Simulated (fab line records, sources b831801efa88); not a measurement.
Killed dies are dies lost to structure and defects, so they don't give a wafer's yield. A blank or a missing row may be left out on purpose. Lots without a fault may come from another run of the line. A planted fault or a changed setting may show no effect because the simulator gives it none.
fab line records | flow gf180mcu
record lots=5 wafers=15 last_day=34
route steps=602 shown STI@17 DNWELL@32 NWELL@42 LVPWELL@54
lots that met no fault: from a run of the same line without faults
start_h: hours from the record's first day to the start of the lot's first wafer shown | wait_h: hours since the lot's step before | " the same as in the row above | L1.1+2: a row that stands for several wafers | - no value, or no start given | * or withheld: withheld | < > ~ a bound
route shown NAME@n: a module of which the file shows steps, and the number in the route of the first | usual: mean/standard deviation of fault-free wafers | same: alike in all rows | chamber/n: place in a boat | sites: the reading at each site | _std_site: their standard deviation | _edge_site: outer sites' mean less inner sites' | radius_mm: how far each site lies from the wafer's centre | mask NAME#n: copy n | behind: the tool/chamber that last shaped the wafer | hold: why the lot was held/for how many hours/how that ended | device: the transistor (n, p or np) that didn't switch | end of line: the same wafers' tests at the end of the route | a step without rows: its recipe alone | killed: dies lost to structure and defects at the first sort, not the wafer's yield | map: a wafer's dies, x killed, . not, _ none there
set.NAME: the setting as run; set.NAME@STEP: as run at that earlier step | model.NAME: the simulator's own value behind a step, which no gauge read
lots at some steps of the route; a table a step, a row a wafer
services: from which hour (start_h, from the record's first day; less than 0 if before it) a tool's chamber was out of use, for how many hours, and why
## steps
# step GF_STI_CLEAN_16
# recipe chemistry=dHF time_s=25 dilution=100:1
# columns lot.wafer tool chamber start_h wait_h
L083.2+4+5 wet_bench-04 0 72.43 0.1
L084.2+5+6 wet_bench-01 0 77.68 0.1
L086.2+4+5 wet_bench-01 3 86.53 0.1
L095.2+4+5 wet_bench-01 3 133.58 0.1
L097.1+2+3 wet_bench-04 0 143.98 0.1
# step GF_STI_WET_ETCH_17
# recipe chemistry=H3PO4 target_depth_nm=45 temp_c=160 target=Si3N4 time_s=514
# columns lot.wafer tool chamber start_h wait_h
L083.2+4+5 wet_bench-03 0 72.44 0.0
L084.2+5+6 wet_bench-04 0 77.71 0.0
L086.2+4+5 wet_bench-04 1 86.54 0.0
L095.2+4+5 wet_bench-01 0 133.59 0.0
L097.1+2+3 wet_bench-01 3 143.99 0.0
# step GF_STI_CLEAN_18
# recipe chemistry=SC1/SC2 mix=1:4:20 temp_c=70 time_s=150
# columns lot.wafer tool chamber start_h wait_h
L083.2+4+5 wet_bench-04 3 72.59 0.0
L084.2+5+6 wet_bench-04 0 77.86 0.0
L086.2+4+5 wet_bench-03 1 86.70 0.0
L095.2+4+5 wet_bench-03 2 133.76 0.0
L097.1+2+3 wet_bench-03 1 144.17 0.0
# step GF_STI_CLEAN_19
# recipe chemistry=dHF time_s=20 dilution=100:1
# columns lot.wafer tool chamber start_h wait_h
L083.2+4+5 wet_bench-01 1 72.64 0.0
L084.2+5+6 wet_bench-04 0 77.91 0.0
L086.2+4+5 wet_bench-01 3 86.75 0.0
L095.2+4+5 wet_bench-04 1 133.81 0.0
L097.1+2+3 wet_bench-04 3 144.22 0.0
# step GF_STI_WET_ETCH_20
# recipe chemistry=dHF dilution=100:1 target_depth_nm=20 temp_c=25 dry=ipa_marangoni target=SiO2 time_s=400
# columns lot.wafer tool chamber start_h wait_h
L083.2+4+5 wet_bench-03 2 72.66 0.0
L084.2+5+6 wet_bench-04 1 77.92 0.0
L086.2+4+5 wet_bench-04 1 86.76 0.0
L095.2+4+5 wet_bench-01 1 133.83 0.0
L097.1+2+3 wet_bench-01 1 144.24 0.0
# step GF_STI_OXIDATION_21
# recipe temp_c=1000 ambient=O2 stabilise_s=600 purge_s=300 target_thk_a=150 ox_time_s=458
# columns lot.wafer tool chamber start_h wait_h
L083.2+4+5 furnace-02 0 72.78 0.0
L084.2+5+6 furnace-01 0 79.86 1.8
L086.2+4+5 furnace-01 0 86.88 0.0
L095.2+4+5 furnace-02 0 133.96 0.0
L097.1+2+3 furnace-01 0 144.38 0.0
# step GF_STI_THK_MEAS_22
# recipe reads=SiO2_of_STI_OXIDATION_21
# usual STI_OXIDATION_01_THK=14.95/0.26
# columns lot.wafer tool chamber start_h wait_h STI_OXIDATION_01_THK[nm]
L083.2 film_metro-04 - 73.92 0.0 14.56
L083.4 " - " " 15.00
L083.5 " - " " 14.67
L084.2 film_metro-01 - 80.99 0.0 15.05
L084.5 " - " " 15.21
L084.6 " - " " 14.96
L086.2 film_metro-01 - 88.02 0.0 14.71
L086.4 " - " " 14.97
L086.5 " - " " 15.05
L095.2 film_metro-01 - 135.11 0.0 15.22
L095.4 " - " " 15.28
L095.5 " - " " 15.23
L097.1 film_metro-03 - 145.50 0.0 14.65
L097.2 " - " " 14.51
L097.3 " - " " 14.41
# step GF_STI_CVD_23
# recipe material=SiO2 target_thk_nm=650 sigma_open_frac=0.3 time_s=108.3 temp_c=600 sih4_flow_sccm=60 pressure_mtorr=6
# usual susceptor_temp_C=599.98/0.29
# columns lot.wafer tool chamber start_h wait_h susceptor_temp_C
L083.2 hdpcvd-01 1 73.97 0.0 599.92
L083.4 " 0 " " 600.04
L083.5 " 2 " " 600.15
L084.2 hdpcvd-02 0 81.04 0.0 599.98
L084.5 " 2 " " 599.43
L084.6 " 1 " " 600.03
L086.2 hdpcvd-02 0 88.07 0.0 599.61
L086.4 " 0 " " 599.58
L086.5 " 1 " " 599.71
L095.2 hdpcvd-01 0 135.16 0.0 600.28
L095.4 " 1 " " 599.77
L095.5 " 0 " " 600.35
L097.1 hdpcvd-01 2 145.56 0.1 600.15
L097.2 " 1 " " 600.44
L097.3 " 0 " " 600.01
# step GF_STI_THK_MEAS_24
# recipe reads=SiO2_of_STI_CVD_23
# usual STI_CVD_23_THK=650/8.8
# columns lot.wafer tool chamber start_h wait_h STI_CVD_23_THK[nm]
L083.2 film_metro-03 - 74.05 0.0 645
L083.4 " - " " 636
L083.5 " - " " 648
L084.2 film_metro-03 - 81.13 0.0 651
L084.5 " - " " 659
L084.6 " - " " 655
L086.2 film_metro-04 - 88.16 0.0 646
L086.4 " - " " 649
L086.5 " - " " 646
L095.2 film_metro-04 - 135.24 0.0 647
L095.4 " - " " 644
L095.5 " - " " 641
L097.1 film_metro-04 - 145.64 0.0 652
L097.2 " - " " 650
L097.3 " - " " 642
# step GF_STI_CMP_25
# recipe stop_on=Si3N4 t_overpolish_s=33 down_force_psi=4 platen_rpm=60 target_thk_nm=524.6 pad_velocity_m_s=0.94248
# usual motor_current_A=11.7/1.2 overpolish_run_s=33.000/0.0094 time_to_endpoint_s=126/4.8
# same t_overpolish_s=33
# columns lot.wafer tool chamber start_h wait_h motor_current_A overpolish_run_s time_to_endpoint_s
L083.2 cmp-01 0 74.20 0.1 11.4 32.998 123
L083.4 " 1 " " 11.7 33.023 119
L083.5 " 3 " " 10.1 33.009 120
L084.2 cmp-02 1 81.23 0.1 10.1 33.008 127
L084.6 " 0 " " 10.8 32.999 129
L084.5 " 1 " " 10.5 32.998 125
L086.4 cmp-02 1 88.26 0.1 10.2 32.994 130
L086.2 " 2 " " 14.1 33.010 124
L086.5 " 0 " " 10.7 33.001 129
L095.2 cmp-01 0 135.29 0.0 12.1 33.016 120
L095.4 " 2 " " 12.1 33.012 120
L095.5 " 1 " " 11.9 32.990 119
L097.1 cmp-02 1 145.70 0.1 9.8 32.983 125
L097.3 " 2 " " 14.0 33.003 122
L097.2 " 3 " " 12.5 32.991 123
# step GF_STI_WET_ETCH_26
# recipe chemistry=dHF target_depth_nm=94 target=SiO2 temp_c=25 dilution=10:1 time_s=188
# columns lot.wafer tool chamber start_h wait_h
L083.2+4+5 wet_bench-01 3 74.40 0.1
L084.2+5+6 wet_bench-01 1 81.48 0.2
L086.2+4+5 wet_bench-01 2 88.51 0.1
L095.2+4+5 wet_bench-04 3 135.59 0.2
L097.1+2+3 wet_bench-04 2 146.00 0.2
# step GF_STI_WET_ETCH_27
# recipe chemistry=H3PO4 target_depth_nm=160 target=Si3N4 temp_c=160 time_s=1825
# columns lot.wafer tool chamber start_h wait_h
L083.2+4+5 wet_bench-03 1 74.47 0.0
L084.2+5+6 wet_bench-03 1 81.57 0.0
L086.2+4+5 wet_bench-04 0 88.58 0.0
L095.2+4+5 wet_bench-01 2 135.66 0.0
L097.1+2+3 wet_bench-01 0 146.06 0.0
# step GF_STI_WET_ETCH_28
# recipe chemistry=dHF target_depth_nm=20 dry=ipa_marangoni target=SiO2 temp_c=25 dilution=10:1 time_s=40
# columns lot.wafer tool chamber start_h wait_h
L083.2+4+5 wet_bench-04 2 74.98 0.0
L084.2+5+6 wet_bench-04 1 82.08 0.0
L086.2+4+5 wet_bench-01 1 89.09 0.0
L095.2+4+5 wet_bench-04 0 136.27 0.0
L097.1+2+3 wet_bench-04 2 146.68 0.0
# step GF_STI_OXIDATION_29
# recipe temp_c=900 ambient=O2 stabilise_s=600 purge_s=300 target_thk_a=100 ox_time_s=1418
# columns lot.wafer tool chamber start_h wait_h
L083.2+4+5 furnace-01 0 75.82 0.8
L084.2+5+6 furnace-01 0 82.10 0.0
L086.2+4+5 furnace-01 0 89.12 0.0
L095.2+4+5 furnace-02 0 137.89 1.6
L097.1+2+3 furnace-02 0 146.69 0.0
# step GF_STI_THK_MEAS_30
# recipe reads=SiO2_of_STI_OXIDATION_29
# usual STI_OXIDATION_02_THK=9.98/0.18
# columns lot.wafer tool chamber start_h wait_h STI_OXIDATION_02_THK[nm]
L083.2 film_metro-04 - 77.22 0.0 9.65
L083.4 " - " " 9.79
L083.5 " - " " 9.89
L084.2 film_metro-03 - 83.51 0.0 9.93
L084.5 " - " " 9.91
L084.6 " - " " 9.91
L086.2 film_metro-01 - 90.52 0.0 10.09
L086.4 " - " " 10.09
L086.5 " - " " 10.07
L095.2 film_metro-04 - 139.29 0.0 10.22
L095.4 " - " " 10.09
L095.5 " - " " 10.18
L097.1 film_metro-04 - 148.09 0.0 9.88
L097.2 " - " " 9.93
L097.3 " - " " 9.85
# step GF_DNWELL_DEHYDRATE_00
# recipe temp_c=200 time_s=60
# usual plate_temp_C=199.99/0.14
# columns lot.wafer tool chamber start_h wait_h plate_temp_C
L083.2 litho_track-02 0 82.83 5.6 200.01
L083.4 " 0 " " 200.05
L083.5 " 0 " " 200.04
L084.2 litho_track-04 0 90.23 6.7 199.90
L084.5 " 0 " " 200.15
L084.6 " 0 " " 200.10
L086.2 litho_track-04 0 96.28 5.8 200.21
L086.4 " 0 " " 200.06
L086.5 " 0 " " 200.27
L095.2 litho_track-01 0 146.48 7.2 200.06
L095.4 " 0 " " 200.02
L095.5 " 0 " " 200.11
L097.1 litho_track-01 0 155.60 7.5 199.96
L097.2 " 0 " " 199.78
L097.3 " 0 " " 199.73
# step GF_DNWELL_HMDS_01
# recipe prime_time_s=60 prime_temp_c=120
# columns lot.wafer tool chamber start_h wait_h
L083.2+4+5 litho_track-02 0 82.98 0.1
L084.2+5+6 litho_track-04 0 90.38 0.1
L086.2+4+5 litho_track-04 0 96.43 0.1
L095.2+4+5 litho_track-01 0 146.63 0.1
L097.1+2+3 litho_track-01 0 155.75 0.1
# step GF_DNWELL_COAT_02
# recipe spin_rpm=2000 resist_thk_nm=3000
# columns lot.wafer tool chamber start_h wait_h
L083.2+4+5 litho_track-02 0 83.13 0.1
L084.2+5+6 litho_track-04 0 90.53 0.1
L086.2+4+5 litho_track-04 0 96.58 0.1
L095.2+4+5 litho_track-01 0 146.78 0.1
L097.1+2+3 litho_track-01 0 155.90 0.1
# step GF_DNWELL_SOFTBAKE_03
# recipe temp_c=110 time_s=withheld
# usual plate_temp_C=109.98/0.12
# columns lot.wafer tool chamber start_h wait_h plate_temp_C
L083.2 litho_track-02 0 83.29 0.1 109.97
L083.4 " 0 " " 110.10
L083.5 " 0 " " 110.10
L084.2 litho_track-04 0 90.69 0.1 110.02
L084.5 " 0 " " 110.01
L084.6 " 0 " " 110.19
L086.2 litho_track-04 0 96.74 0.1 110.02
L086.4 " 0 " " 110.08
L086.5 " 0 " " 109.95
L095.2 litho_track-01 0 146.94 0.1 109.80
L095.4 " 0 " " 109.89
L095.5 " 0 " " 109.89
L097.1 litho_track-01 0 156.05 0.1 109.98
L097.2 " 0 " " 109.99
L097.3 " 0 " " 109.97
# step GF_DNWELL_EXPOSE_04
# recipe mask_id=DNWELL target_cd_nm=1700 na=0.6 source_shape=conventional sigma_outer=0.6 dose_mj=260
# columns lot.wafer tool chamber start_h wait_h mask
L083.2+4+5 iline_stepper-01 0 - - DNWELL#0
L084.2+5+6 iline_stepper-02 0 - - DNWELL#0
L086.2+4+5 iline_stepper-01 0 - - DNWELL#0
L095.2+4+5 iline_stepper-01 0 - - DNWELL#0
L097.1+2+3 iline_stepper-02 0 - - DNWELL#0
# step GF_DNWELL_PEB_05
# recipe temp_c=115 time_s=withheld
# usual plate_temp_C=114.98/0.15
# columns lot.wafer tool chamber start_h wait_h plate_temp_C
L083.2 litho_track-04 0 - - 114.99
L083.4 " 0 " " 115.02
L083.5 " 0 " " 114.95
L084.2 litho_track-04 0 - - 114.66
L084.5 " 0 " " 115.09
L084.6 " 0 " " 114.75
L086.2 litho_track-04 0 - - 115.03
L086.4 " 0 " " 114.72
L086.5 " 0 " " 114.80
L095.2 litho_track-02 0 - - 114.93
L095.4 " 0 " " 114.83
L095.5 " 0 " " 114.83
L097.1 litho_track-01 0 - - 114.93
L097.2 " 0 " " 115.14
L097.3 " 0 " " 115.09
# step GF_DNWELL_DEVELOP_06
# recipe wall_angle_deg=90 develop_time_s=60 dev_temp_c=23
# columns lot.wafer tool chamber start_h wait_h
L083.2+4+5 litho_track-04 0 - -
L084.2+5+6 litho_track-04 0 - -
L086.2+4+5 litho_track-04 0 - -
L095.2+4+5 litho_track-02 0 - -
L097.1+2+3 litho_track-01 0 - -
# step GF_DNWELL_IMPLANT_07
# recipe species=P energy_kev=1500 dose_cm2=1e+13 tilt_deg=0
# usual beam_energy_keV=1499.9/0.45 faraday_current_uA=56.5/1.1
# columns lot.wafer tool chamber start_h wait_h beam_energy_keV faraday_current_uA
L083.2 implanter-03 0 91.23 - 1499.9 56.5
L083.4 " 0 " " 1500.0 56.7
L083.5 " 0 " " 1500.2 56.0
L084.2 implanter-04 0 97.28 - 1499.7 56.5
L084.5 " 0 " " 1500.1 57.7
L084.6 " 0 " " 1500.0 57.8
L086.2 implanter-01 0 103.08 - 1500.2 56.7
L086.4 " 0 " " 1499.8 55.2
L086.5 " 0 " " 1500.0 57.1
L095.2 implanter-04 0 155.03 - 1499.8 56.5
L095.4 " 0 " " 1500.3 55.4
L095.5 " 0 " " 1500.6 56.9
L097.1 implanter-03 0 163.65 - 1499.4 57.5
L097.2 " 0 " " 1499.9 55.7
L097.3 " 0 " " 1499.6 58.3
# step GF_DNWELL_STRIP_08
# recipe chemistry=O2/N2 power_w=1400 pressure_mtorr=1500 platen_temp_c=250 o2_flow_sccm=3000 n2_flow_sccm=300 overash_fraction=0.5
# usual drypump_motor_current_A=5.9/0.4 heater_power_w=334/35 oes_product_au=0.722/0.0044 platen_temp_c=250.01/0.18 strip_time_to_endpoint_s=36.97/0.1
# columns lot.wafer tool chamber start_h wait_h drypump_motor_current_A heater_power_w oes_product_au platen_temp_c rf_hours_counter_h strip_time_to_endpoint_s
L083.2 plasma_asher-01 0 91.36 0.1 6.3 361 0.723 249.95 45 37.11
L083.4 " 0 " " 6.3 368 0.719 249.92 - 37.15
L083.5 " 0 " " 6.3 365 0.727 249.73 - 37.15
L084.2 plasma_asher-01 0 97.41 0.1 6.3 374 0.718 250.07 46 36.94
L084.5 " 0 " " 6.3 363 0.726 250.12 - 36.97
L084.6 " 1 " " 5.5 314 0.719 249.82 - 36.85
L086.2 plasma_asher-02 0 103.21 0.1 5.4 280 0.716 249.96 47 36.89
L086.4 " 1 " " 5.9 387 0.722 250.01 - 36.91
L086.5 " 1 " " 5.9 387 0.720 250.02 - 36.91
L095.2 plasma_asher-02 1 155.15 0.1 5.8 386 0.724 249.84 4 36.94
L095.4 " 0 " " 5.4 290 0.730 249.80 - 36.96
L095.5 " 1 " " 5.9 383 0.723 249.90 - 36.89
L097.1 plasma_asher-02 0 163.80 0.1 5.4 299 0.723 249.86 5 37.07
L097.2 " 1 " " 5.9 376 0.713 249.90 5 36.88
L097.3 " 1 " " 5.8 380 0.714 249.80 - 36.90
# step GF_DNWELL_TW_MEAS_09
# usual DNWELL_TW=1355/11
# columns lot.wafer tool chamber start_h wait_h DNWELL_TW
L083.2 film_metro-04 - 91.47 0.1 1352
L083.4 " - " " 1354
L083.5 " - " " 1355
L084.2 film_metro-04 - 97.52 0.1 1364
L084.5 " - " " 1360
L084.6 " - " " 1368
L086.2 film_metro-01 - 103.32 0.1 1337
L086.4 " - " " 1335
L086.5 " - " " 1338
L095.2 film_metro-04 - 155.26 0.1 1355
L095.4 " - " " 1353
L095.5 " - " " 1357
L097.1 film_metro-04 - 163.90 0.1 1357
L097.2 " - " " 1355
L097.3 " - " " 1352
# step GF_NWELL_DEHYDRATE_00
# recipe temp_c=200 time_s=60
# usual plate_temp_C=199.94/0.16
# columns lot.wafer tool chamber start_h wait_h plate_temp_C
L083.2 litho_track-02 0 97.43 6.0 199.99
L083.4 " 0 " " 200.08
L083.5 " 0 " " 199.99
L084.2 litho_track-02 0 103.38 5.9 199.83
L084.5 " 0 " " 199.88
L084.6 " 0 " " 199.87
L086.2 litho_track-03 0 109.98 6.6 199.73
L086.4 " 0 " " 199.64
L086.5 " 0 " " 200.03
L095.2 litho_track-01 0 162.38 7.1 200.13
L095.4 " 0 " " 199.85
L095.5 " 0 " " 200.17
L097.1 litho_track-01 0 171.40 7.5 200.07
L097.2 " 0 " " 199.97
L097.3 " 0 " " 200.02
# step GF_NWELL_HMDS_01
# recipe prime_time_s=60 prime_temp_c=120
# columns lot.wafer tool chamber start_h wait_h
L083.2+4+5 litho_track-02 0 97.58 0.1
L084.2+5+6 litho_track-02 0 103.53 0.1
L086.2+4+5 litho_track-03 0 110.13 0.1
L095.2+4+5 litho_track-01 0 162.53 0.1
L097.1+2+3 litho_track-01 0 171.55 0.1
# step GF_NWELL_COAT_02
# recipe spin_rpm=2000 resist_thk_nm=3000
# columns lot.wafer tool chamber start_h wait_h
L083.2+4+5 litho_track-02 0 97.73 0.1
L084.2+5+6 litho_track-02 0 103.68 0.1
L086.2+4+5 litho_track-03 0 110.28 0.1
L095.2+4+5 litho_track-01 0 162.68 0.1
L097.1+2+3 litho_track-01 0 171.70 0.1
# step GF_NWELL_SOFTBAKE_03
# recipe temp_c=110 time_s=withheld
# usual plate_temp_C=110.02/0.12
# columns lot.wafer tool chamber start_h wait_h plate_temp_C
L083.2 litho_track-02 0 97.89 0.1 110.03
L083.4 " 0 " " 110.00
L083.5 " 0 " " 110.10
L084.2 litho_track-02 0 103.84 0.1 110.03
L084.5 " 0 " " 110.05
L084.6 " 0 " " 110.10
L086.2 litho_track-03 0 110.44 0.1 110.12
L086.4 " 0 " " 110.03
L086.5 " 0 " " 109.97
L095.2 litho_track-01 0 162.83 0.1 110.29
L095.4 " 0 " " 110.19
L095.5 " 0 " " 110.28
L097.1 litho_track-01 0 171.85 0.1 110.23
L097.2 " 0 " " 110.34
L097.3 " 0 " " 110.03
# step GF_NWELL_EXPOSE_04
# recipe mask_id=Nwell target_cd_nm=860 na=0.6 source_shape=conventional sigma_outer=0.6 dose_mj=260
# columns lot.wafer tool chamber start_h wait_h mask
L083.2+4+5 iline_stepper-01 0 - - Nwell#0
L084.2+5+6 iline_stepper-02 0 - - Nwell#0
L086.2+4+5 iline_stepper-02 0 - - Nwell#0
L095.2+4+5 iline_stepper-01 0 - - Nwell#0
L097.1+2+3 iline_stepper-01 0 - - Nwell#0
# step GF_NWELL_PEB_05
# recipe temp_c=115 time_s=withheld
# usual plate_temp_C=115.02/0.11
# columns lot.wafer tool chamber start_h wait_h plate_temp_C
L083.2 litho_track-02 0 - - 115.01
L083.4 " 0 " " 115.06
L083.5 " 0 " " 115.07
L084.2 litho_track-03 0 - - 114.91
L084.5 " 0 " " 114.94
L084.6 " 0 " " 114.82
L086.2 litho_track-03 0 - - 114.87
L086.4 " 0 " " 114.88
L086.5 " 0 " " 114.78
L095.2 litho_track-03 0 - - 115.04
L095.4 " 0 " " 114.99
L095.5 " 0 " " 114.99
L097.1 litho_track-01 0 - - 115.13
L097.2 " 0 " " 115.12
L097.3 " 0 " " 115.06
# step GF_NWELL_DEVELOP_06
# recipe wall_angle_deg=90 develop_time_s=60 dev_temp_c=23
# columns lot.wafer tool chamber start_h wait_h
L083.2+4+5 litho_track-02 0 - -
L084.2+5+6 litho_track-03 0 - -
L086.2+4+5 litho_track-03 0 - -
L095.2+4+5 litho_track-03 0 - -
L097.1+2+3 litho_track-01 0 - -
# step GF_NWELL_OVL_MEAS_07
# usual NWELL_OVL=-0.5/1.4
# columns lot.wafer tool chamber start_h wait_h NWELL_OVL[nm]
L083.2 overlay-01 - 105.61 - 0.8
L083.4 " - " " 0.1
L083.5 " - " " -1.2
L084.2 overlay-01 - 111.26 - -2.7
L084.5 " - " " 0.1
L084.6 " - " " 0.5
L086.2 overlay-01 - 117.46 - -2.3
L086.4 " - " " -5.0
L086.5 " - " " -2.3
L095.2 overlay-01 - 171.36 - -2.4
L095.4 " - " " -2.6
L095.5 " - " " 0.8
L097.1 overlay-02 - 180.25 - -1.1
L097.2 " - " " 0.5
L097.3 " - " " -0.3
# step GF_NWELL_IMPLANT_08
# recipe species=P energy_kev=450 dose_cm2=1.5e+13 tilt_deg=0
# usual beam_energy_keV=449.98/0.14 faraday_current_uA=84.7/1.7
# columns lot.wafer tool chamber start_h wait_h beam_energy_keV faraday_current_uA
L083.2 implanter-01 0 105.67 0.0 449.91 85.4
L083.4 " 0 " " 449.84 80.8
L083.5 " 0 " " 449.89 82.4
L084.2 implanter-01 0 111.31 0.0 449.88 87.8
L084.5 " 0 " " 449.84 86.7
L084.6 " 0 " " 450.07 85.9
L086.2 implanter-01 0 117.51 0.0 449.94 83.0
L086.4 " 0 " " 450.06 81.4
L086.5 " 0 " " 449.91 84.3
L095.2 implanter-03 0 171.41 0.0 449.98 85.9
L095.4 " 0 " " 449.99 88.2
L095.5 " 0 " " 450.17 84.4
L097.1 implanter-03 0 180.29 0.0 449.73 82.3
L097.2 " 0 " " 449.76 83.2
L097.3 " 0 " " 449.90 84.5
# step GF_NWELL_IMPLANT_09
# recipe species=P energy_kev=160 dose_cm2=4e+12 tilt_deg=0
# usual beam_energy_keV=160.00/0.05 faraday_current_uA=22.6/0.48
# columns lot.wafer tool chamber start_h wait_h beam_energy_keV faraday_current_uA
L083.2 implanter-01 0 105.82 0.1 159.99 23.0
L083.4 " 0 " " 160.05 22.7
L083.5 " 0 " " 160.01 21.9
L084.2 implanter-01 0 111.46 0.1 160.09 22.8
L084.5 " 0 " " 160.04 22.6
L084.6 " 0 " " 160.04 22.1
L086.2 implanter-01 0 117.66 0.1 160.01 22.2
L086.4 " 0 " " 160.04 22.6
L086.5 " 0 " " 160.04 22.3
L095.2 implanter-03 0 171.56 0.1 159.91 22.1
L095.4 " 0 " " 159.98 22.1
L095.5 " 0 " " 159.99 22.3
L097.1 implanter-03 0 180.44 0.1 160.03 22.2
L097.2 " 0 " " 160.01 22.5
L097.3 " 0 " " 160.04 22.8
# step GF_NWELL_STRIP_10
# recipe chemistry=O2/N2 power_w=1400 pressure_mtorr=1500 platen_temp_c=250 o2_flow_sccm=3000 n2_flow_sccm=300 overash_fraction=0.5
# usual drypump_motor_current_A=5.60/0.25 heater_power_w=329/42 oes_product_au=0.722/0.0046 platen_temp_c=250.03/0.18 strip_time_to_endpoint_s=37.00/0.1
# columns lot.wafer tool chamber start_h wait_h drypump_motor_current_A heater_power_w oes_product_au platen_temp_c rf_hours_counter_h strip_time_to_endpoint_s
L083.2 plasma_asher-04 1 105.94 0.1 5.45 276 0.726 249.93 30 36.84
L083.4 " 0 " " 5.56 352 0.726 250.04 - 36.96
L083.5 " 1 " " 5.43 284 0.711 250.41 - 36.89
L084.2 plasma_asher-04 1 111.59 0.1 5.50 282 0.727 250.30 31 36.99
L084.5 " 0 " " 5.55 362 0.731 250.03 - 36.97
L084.6 " 1 " " 5.46 277 0.727 250.14 - 37.02
L086.2 plasma_asher-02 0 117.79 0.1 5.41 284 0.718 250.01 0 37.07
L086.4 " 1 " " 5.86 373 0.724 249.81 - 36.93
L086.5 " 1 " " 5.84 374 0.726 249.83 - 36.79
L095.2 plasma_asher-04 1 171.69 0.1 5.41 277 0.724 249.92 36 37.12
L095.4 " 0 " " 5.55 363 0.731 250.05 - 37.19
L095.5 " 1 " " 5.43 283 0.724 249.83 - 37.20
L097.1 plasma_asher-04 1 180.59 0.1 5.45 277 0.725 250.36 37 36.78
L097.2 " 0 " " 5.54 365 0.715 250.54 37 36.99
L097.3 " 0 " " 5.57 368 0.715 250.30 - 36.94
# step GF_NWELL_TW_MEAS_11
# usual NWELL_TW=1580/9
# columns lot.wafer tool chamber start_h wait_h NWELL_TW
L083.2 film_metro-03 - 106.05 0.1 1579
L083.4 " - " " 1565
L083.5 " - " " 1573
L084.2 film_metro-03 - 111.70 0.1 1577
L084.5 " - " " 1588
L084.6 " - " " 1578
L086.2 film_metro-04 - 117.90 0.1 1587
L086.4 " - " " 1581
L086.5 " - " " 1587
L095.2 film_metro-02 - 171.80 0.1 1587
L095.4 " - " " 1587
L095.5 " - " " 1585
L097.1 film_metro-04 - 180.69 0.1 1587
L097.2 " - " " 1602
L097.3 " - " " 1579
# step GF_LVPWELL_DEHYDRATE_00
# recipe temp_c=200 time_s=60
# usual plate_temp_C=199.99/0.17
# columns lot.wafer tool chamber start_h wait_h plate_temp_C
L083.2 litho_track-02 0 112.18 6.1 199.88
L083.4 " 0 " " 199.94
L083.5 " 0 " " 199.74
L084.2 litho_track-02 0 118.18 6.5 200.05
L084.5 " 0 " " 199.87
L084.6 " 0 " " 200.34
L086.2 litho_track-02 0 124.48 6.6 200.07
L086.4 " 0 " " 200.13
L086.5 " 0 " " 199.78
L095.2 litho_track-04 0 179.18 7.4 199.96
L095.4 " 0 " " 200.06
L095.5 " 0 " " 199.86
L097.1 litho_track-02 0 188.45 7.8 200.05
L097.2 " 0 " " 200.33
L097.3 " 0 " " 200.07
# step GF_LVPWELL_HMDS_01
# recipe prime_time_s=60 prime_temp_c=120
# columns lot.wafer tool chamber start_h wait_h
L083.2+4+5 litho_track-02 0 112.33 0.1
L084.2+5+6 litho_track-02 0 118.33 0.1
L086.2+4+5 litho_track-02 0 124.63 0.1
L095.2+4+5 litho_track-04 0 179.33 0.1
L097.1+2+3 litho_track-02 0 188.60 0.1
# step GF_LVPWELL_COAT_02
# recipe spin_rpm=2000 resist_thk_nm=3000
# columns lot.wafer tool chamber start_h wait_h
L083.2+4+5 litho_track-02 0 112.48 0.1
L084.2+5+6 litho_track-02 0 118.48 0.1
L086.2+4+5 litho_track-02 0 124.78 0.1
L095.2+4+5 litho_track-04 0 179.48 0.1
L097.1+2+3 litho_track-02 0 188.75 0.1
# step GF_LVPWELL_SOFTBAKE_03
# recipe temp_c=110 time_s=withheld
# usual plate_temp_C=109.98/0.13
# columns lot.wafer tool chamber start_h wait_h plate_temp_C
L083.2 litho_track-02 0 112.64 0.1 110.09
L083.4 " 0 " " 110.06
L083.5 " 0 " " 110.13
L084.2 litho_track-02 0 118.64 0.1 110.01
L084.5 " 0 " " 110.13
L084.6 " 0 " " 110.08
L086.2 litho_track-02 0 124.94 0.1 109.76
L086.4 " 0 " " 109.79
L086.5 " 0 " " 109.65
L095.2 litho_track-04 0 179.64 0.1 109.79
L095.4 " 0 " " 110.03
L095.5 " 0 " " 110.10
L097.1 litho_track-02 0 188.90 0.1 110.13
L097.2 " 0 " " 110.12
L097.3 " 0 " " 109.88
# step GF_LVPWELL_EXPOSE_04
# recipe mask_id=LVPWELL target_cd_nm=600 na=0.6 source_shape=conventional sigma_outer=0.6 dose_mj=260
# columns lot.wafer tool chamber start_h wait_h mask
L083.2+4+5 iline_stepper-01 0 - - LVPWELL#0
L084.2+5+6 iline_stepper-01 0 - - LVPWELL#0
L086.2+4+5 iline_stepper-02 0 - - LVPWELL#0
L095.2+4+5 iline_stepper-01 0 - - LVPWELL#0
L097.1+2+3 iline_stepper-01 0 - - LVPWELL#0
# step GF_LVPWELL_PEB_05
# recipe temp_c=115 time_s=withheld
# usual plate_temp_C=115.00/0.13
# columns lot.wafer tool chamber start_h wait_h plate_temp_C
L083.2 litho_track-04 0 - - 114.81
L083.4 " 0 " " 114.88
L083.5 " 0 " " 115.04
L084.2 litho_track-04 0 - - 115.12
L084.5 " 0 " " 115.14
L084.6 " 0 " " 115.01
L086.2 litho_track-03 0 - - 115.14
L086.4 " 0 " " 115.06
L086.5 " 0 " " 115.03
L095.2 litho_track-04 0 - - 114.83
L095.4 " 0 " " 115.09
L095.5 " 0 " " 114.96
L097.1 litho_track-03 0 - - 115.11
L097.2 " 0 " " 115.14
L097.3 " 0 " " 115.24
# step GF_LVPWELL_DEVELOP_06
# recipe wall_angle_deg=90 develop_time_s=60 dev_temp_c=23
# columns lot.wafer tool chamber start_h wait_h
L083.2+4+5 litho_track-04 0 - -
L084.2+5+6 litho_track-04 0 - -
L086.2+4+5 litho_track-03 0 - -
L095.2+4+5 litho_track-04 0 - -
L097.1+2+3 litho_track-03 0 - -
## services
# columns tool chamber start_h hours kind
plasma_asher-02 - 49.31 0.6 repair
hdpcvd-02 - 59.86 2.8 pm
cmp-01 - 64.06 4.0 pm
plasma_asher-01 - 70.68 3.0 repair
furnace-02 - 74.99 3.5 pm
implanter-04 - 78.29 5.1 pm
plasma_asher-04 - 82.63 15.6 pm
iline_stepper-02 - 83.54 3.8 repair
plasma_asher-02 - 94.01 2.8 pm
iline_stepper-02 - 94.78 4.1 repair
implanter-03 - 98.85 1.4 repair
implanter-03 - 104.32 3.5 pm
cmp-01 - 108.50 18.7 pm
plasma_asher-02 - 108.75 9.0 pm
hdpcvd-02 2 130.67 6.6 repair
plasma_asher-02 - 132.42 1.6 repair
implanter-01 - 136.74 0.6 repair
furnace-01 - 137.97 3.3 pm
implanter-01 - 138.30 3.3 pm
cmp-01 - 149.62 3.1 repair
implanter-01 - 153.99 2.8 repair
plasma_asher-04 - 155.94 11.5 repair
furnace-02 - 162.11 3.1 pm
iline_stepper-01 - 174.05 0.5 repair
## key
fault none
